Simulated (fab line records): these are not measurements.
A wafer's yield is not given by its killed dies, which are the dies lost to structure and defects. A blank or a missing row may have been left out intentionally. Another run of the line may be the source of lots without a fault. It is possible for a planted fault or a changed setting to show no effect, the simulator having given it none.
Which tool was responsible? | flow gf180mcu | route of 602 steps, sampled at 1 step: 13 lots, 39 wafers

WHAT THE GAUGES READ, wafer by wafer
The record holds no reading of a measuring or inspecting step that can be judged against a usual standard deviation.

WHAT TOOL EACH LOT RAN ON (gives the tool, then ch and the chambers of the sampled wafers, and finally the start)
lot  | GF_STI_WET_ETCH_28
L100 | wet-bench-01 ch 1, day 2 03:58
L101 | wet-bench-01 ch 1, day 2 09:20
L103 | wet-bench-04 ch 2, day 2 20:02
L108 | wet-bench-01 ch 2, day 3 22:28
L115 | wet-bench-03 ch 1, day 5 09:50
L116 | wet-bench-03 ch 1, day 5 16:04
L117 | wet-bench-04 ch 0, day 5 20:08
L118 | wet-bench-04 ch 2, day 6 01:13
L119 | wet-bench-03 ch 3, day 6 08:19
L120 | wet-bench-01 ch 1, day 6 12:48
L121 | wet-bench-03 ch 3, day 6 18:32
L122 | wet-bench-04 ch 2, day 7 02:41
L123 | wet-bench-04 ch 2, day 7 02:41
- GF_STI_WET_ETCH_28: etches SiO2 in dHF, target depth 20 nm, time 40 s.

AS READ BY THE TOOLS THEMSELVES (means over the sampled wafers that have a number; for cases with no such wafer, the mark the record gives instead)
GF_STI_WET_ETCH_28. Usual: bath-heat-duty-pct 6.0 %, standard deviation 0.63; run-length-s 68.4 s, standard deviation 2.7.
lot  | tool         | bath-heat-duty-pct (%) | run-length-s (s) | flag
L100 | wet-bench-01 | 5.4                    | 72.8             |
L101 | wet-bench-01 | 5.7                    | 73.2             |
L103 | wet-bench-04 | 5.6                    | 66.6             |
L108 | wet-bench-01 | 6.1                    | 49.8             | OFF
L115 | wet-bench-03 | 6.2                    | 67.7             |
L116 | wet-bench-03 | 6.2                    | 67.6             |
L117 | wet-bench-04 | 5.8                    | 66.9             |
L118 | wet-bench-04 | 6.0                    | 66.8             |
L119 | wet-bench-03 | 5.5                    | 66.6             |
L120 | wet-bench-01 | 5.5                    | 66.3             |
L121 | wet-bench-03 | 5.2                    | 72.2             |
L122 | wet-bench-04 | 6.2                    | 66.3             |
L123 | wet-bench-04 | 6.3                    | 66.9             |

THE ANSWER, worked out from the rows above alone
Rule: a lot is off if the mean of its wafers that have a number lies more than 3 standard deviations from the usual mean. Also off: a lot with no number at a reading for which 4 or more lots have one. The other lots that the step has rows for count as sound. The gauges are gone through in route order, then the tools' own readings, and for those a lot's mean is taken as printed above. At the first step where some lot is off, the reading lying furthest off is the one used; lots without a number count as furthest.
Off at GF_STI_WET_ETCH_28 (run-length-s): L108.
If a tool, at that step or one of the process steps before it, ran each lot that is off and ran no sound lot following the first of them, it fits. No candidate that was tried fits.

WHAT THE SIMULATOR HAD INSERTED
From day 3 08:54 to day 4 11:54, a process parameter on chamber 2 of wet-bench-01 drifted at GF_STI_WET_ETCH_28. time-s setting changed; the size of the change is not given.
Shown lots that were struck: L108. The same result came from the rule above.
